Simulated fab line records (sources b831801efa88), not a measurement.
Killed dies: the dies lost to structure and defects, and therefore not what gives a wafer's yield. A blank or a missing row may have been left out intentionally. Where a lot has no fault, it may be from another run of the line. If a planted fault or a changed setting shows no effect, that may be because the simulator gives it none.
Chamber matching    flow gf180mcu    GF_V2_CMP_04 on cmp-02 has 4 sister chambers
The step polishes SiO2. 8 wafers are shown with their chamber, then 8 later ones without.

## WAFERS PAIRED WITH THEIR CHAMBERS
wafer   chamber  motorCurrentA (A)  timeToEndpointS (s)
L292.2  3        11.9               67
L294.1  3        11.8               72
L294.2  0        11.9               66
L294.5  0        12.1               74
L295.1  1        14.5               68
L295.5  1        15.1               79
L295.6  2        12.8               71
L297.3  2        13.8               73

## WAFERS WITHOUT THEIR CHAMBER
wafer   motorCurrentA (A)  timeToEndpointS (s)
L297.4  14.7               86
L297.6  11.8               80
L298.2  11.6               65
L298.4  13.9               77
L298.6  11.6               75
L301.1  14.1               85
L301.2  13.7               80
L301.4  11.8               80

## EACH ONE'S CHAMBER
wafer   from the rows above           in truth
L297.4  can't be placed: 1 or 2       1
L297.6  can't be placed: 0 or 3 or 2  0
L298.2  can't be placed: 3 or 0       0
L298.4  can't be placed: 2 or 1       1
L298.6  can't be placed: 3 or 0       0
L301.1  can't be placed: 1 or 2       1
L301.2  can't be placed: 2 or 1       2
L301.4  can't be placed: 0 or 3 or 2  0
Placed correctly: 0 of 8. These rows do not allow placing 8 (true chamber among the candidates in 8). Wrongly placed: 0.
How it was worked out, from the rows above alone: a wafer's distance from a chamber is the root of the sum, over the readings, of the square of ((its reading less the chamber's mean) divided by the reading's scatter). The wafer belongs to the nearest chamber; if the next one is less than 2 further off, it can't be placed. Each chamber's mean is taken over the wafers shown for it. The scatter: the root of (the sum of the squares of (reading less its chamber's mean) over the shown wafers, divided by (wafers less chambers)).
